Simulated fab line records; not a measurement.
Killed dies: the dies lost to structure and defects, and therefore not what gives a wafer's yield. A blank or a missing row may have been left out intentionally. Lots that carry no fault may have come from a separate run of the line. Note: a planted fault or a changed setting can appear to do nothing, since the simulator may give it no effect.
Code-filled problem report in 8D (eight disciplines) form + flow gf180mcu + the parts of the form that need people (team, actions taken, sign-off) are left out

## 1. THE PROBLEM
Wafers free of any fault read 0.1598 ohm/sq (standard deviation 0.0014) for MIM_ALCU_RS at GF_MIM_RS_MEAS_10, against a mean of 0.1237 ohm/sq on 3 wafers of 2 lots. Relative to the usual mean, that is a shift of -26 standard deviations.
The step: measures by four-point-probe.
First observed at day 26 18:20: wafer L412.4, on film_metro-01. At this step, 33 wafers from 11 lots have a number in the record. Rule for "out" (also "out of limits"): further than 4 standard deviations from the usual mean. The rest of the wafers with a number are treated as sound.

## 2. WHAT IT IS, AND WHAT IT ISN'T
| question                    | is                           | is not                                                                                                        |
|-----------------------------|------------------------------|---------------------------------------------------------------------------------------------------------------|
| which readings at this step | MIM_ALCU_RS                  | -                                                                                                             |
| which lots                  | L412, L413                   | L405, L406, L421, L422, L423, L424, L425, L426, L427                                                          |
| which wafers of those lots  | L412.4, L413.2, L413.4       | L412.1, L412.6, L413.1                                                                                        |
| read on which gauges        | film_metro-01, film_metro-04 | film_metro-03                                                                                                 |
| when                        | from day 26 18:20            | up to then (8 sound wafers); but 22 sound wafers of L413, L421, L422, L423, L424, L425, L426, L427 came after |

## 3. THE SUSPECTS, EACH WITH WHAT RULES IT OUT
Counting: a tool at a process step up to the reading stays a suspect if it ran every lot that is out. Sound lots after the first of them don't rule it out here, since some wafers of a struck lot are sound.
- ruled out: the gauge at GF_MIM_RS_MEAS_10. 2 gauges (film_metro-01, film_metro-04) read the wafers that are out.
- cmp-02 at GF_V4_CMP_04 (polishes SiO2): kept. It ran every lot that is out, first L412 (day 25 19:27).
- pvd_sputter-02 at GF_MIM_SPUTTER_08 (material AlCu, target thk 200 nm, time 10.6 s): kept. It ran every lot that is out, first L412 (day 26 18:17).
The count leaves pvd_sputter-02 at GF_MIM_SPUTTER_08 and cmp-02 at GF_V4_CMP_04.

## 4. THE CAUSE (what the simulator had put in)
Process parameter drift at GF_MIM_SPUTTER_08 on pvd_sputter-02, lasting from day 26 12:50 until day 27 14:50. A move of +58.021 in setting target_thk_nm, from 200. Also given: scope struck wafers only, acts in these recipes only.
This tool is one of the 2 suspects left after counting.

## 5. THE EFFECT CHAIN, in route order
Each row: a reading whose mean over the struck wafers that have a number lies more than 3 standard deviations from the usual. Scope: only readings with a usual standard deviation given in the record; hours: median across lots of the time from each lot's start at the first step in this table that gives one to its start at this step; sigmas: change in usual standard deviations.
| hours | step                    | reading              | usual         | on struck wafers | change  | sigmas      |
|-------|-------------------------|----------------------|---------------|------------------|---------|-------------|
| 0     | GF_MIM_RS_MEAS_10       | MIM_ALCU_RS          | 0.1598 ohm/sq | 0.1237           | -0.0361 | -26         |
| 0     | GF_MIM_THK_MEAS_11      | MIM_ALCU_THK         | 201.4 nm      | 257.8            | +56.4   | +30         |
| 20    | GF_MIM_METAL_ETCH_19    | oes_product_au       | 0.943 a.u.    | 1.007            | +0.064  | +11         |
| 20    | GF_MIM_METAL_ETCH_19    | throttle_valve_pct   | 28.283 %      | 28.211           | -0.072  | -7.9        |
| 101   | GF_PASSIVATION_PROBE_99 | defect_limited_yield | 90.3 %        | 0.0              | -90.3   | -64         |
| 101   | GF_PASSIVATION_PROBE_99 | killed_at_other      | 0.1           | 443.0            | +442.9  | +99 or more |
| 101   | GF_PASSIVATION_PROBE_99 | killed_dies          | 48            | 492              | +444    | +63         |
| 101   | GF_PASSIVATION_PROBE_99 | killed_on_rim        | 9.4           | 96.0             | +86.6   | +31         |
| 101   | GF_PASSIVATION_PROBE_99 | sort_bin_3_pad_short | 0.51 %        | 90.44            | +89.93  | +99 or more |
| 101   | GF_PASSIVATION_PROBE_99 | sort_n_pass          | 444           | 0                | -444    | -63         |
| 101   | GF_PASSIVATION_PROBE_99 | sort_yield_pct       | 90.3 %        | 0.0              | -90.3   | -64         |
Process steps it contains:
- GF_MIM_METAL_ETCH_19: etches the open film in Cl2/BCl3, stops on Si3N4, target depth 324.5 nm, time 54.1 s.
- GF_PASSIVATION_PROBE_99

## 6. HOW IT WOULD HAVE BEEN CAUGHT EARLIER
In this record the first reading out of limits at a measuring or inspecting step was taken at day 26 18:20, 6 hours after the fault began at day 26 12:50.
An alarm limit of 4 standard deviations would not have fired on the tool readings at GF_MIM_SPUTTER_08 for which the record gives a usual standard deviation, since none of them was out on any struck wafer.
Lots out: 2; of these, L413 started GF_MIM_SPUTTER_08 on pvd_sputter-02 after day 26 18:20. A tool hold placed at that time would have kept it from harm.
